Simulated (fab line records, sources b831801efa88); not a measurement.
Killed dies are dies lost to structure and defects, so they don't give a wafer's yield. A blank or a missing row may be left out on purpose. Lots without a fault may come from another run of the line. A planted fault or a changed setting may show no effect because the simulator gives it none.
Chamber matching | flow gf180mcu | GF_STI_CMP_25 on cmp-02: 4 sister chambers
The step polishes, stops on Si3N4, t overpolish 33 s, target thk 524.6 nm. 8 wafers are shown with their chamber, then 8 later ones without.

WAFERS WITH THEIR CHAMBER
wafer  | chamber | motor_current_A (A) | overpolish_run_s (s)
L454.5 | 2       | 10.5                | 32.984
L460.3 | 0       | 11.9                | 33.007
L460.4 | 1       | 12.6                | 33.006
L460.5 | 3       | 9.2                 | 32.991
L462.2 | 2       | 10.6                | 33.007
L462.5 | 3       | 9.3                 | 33.003
L462.6 | 0       | 12.2                | 32.982
L463.2 | 1       | 12.5                | 32.975

WAFERS WITHOUT THEIR CHAMBER
wafer  | motor_current_A (A) | overpolish_run_s (s)
L463.5 | 9.5                 | 32.998
L463.6 | 9.8                 | 33.002
L467.1 | 9.0                 | 33.008
L467.4 | 12.3                | 33.015
L467.6 | 11.6                | 33.003
L472.3 | 12.1                | 32.998
L472.4 | 12.3                | 32.980
L472.5 | 10.4                | 33.005

WHICH CHAMBER EACH WENT THROUGH
wafer  | from the rows above     | in truth
L463.5 | 3                       | 3
L463.6 | can't be placed: 3 or 2 | 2
L467.1 | 3                       | 3
L467.4 | can't be placed: 0 or 1 | 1
L467.6 | 0                       | 0
L472.3 | 0                       | 0
L472.4 | can't be placed: 1 or 0 | 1
L472.5 | 2                       | 2
Placed correctly: 5 of 8. Can't be placed from these rows: 3 (the true chamber is among the candidates in 3). Placed wrongly: 0.
How it was worked out, from the rows above alone: a wafer's distance from a chamber is the root of the sum, over the readings, of the square of ((its reading less the chamber's mean) divided by the reading's scatter). The wafer belongs to the nearest chamber; if the next one is less than 2 further off, it can't be placed. A chamber's mean is the mean of its shown wafers. The scatter: the root of (the sum of the squares of (reading less its chamber's mean) over the shown wafers, divided by (wafers less chambers)).
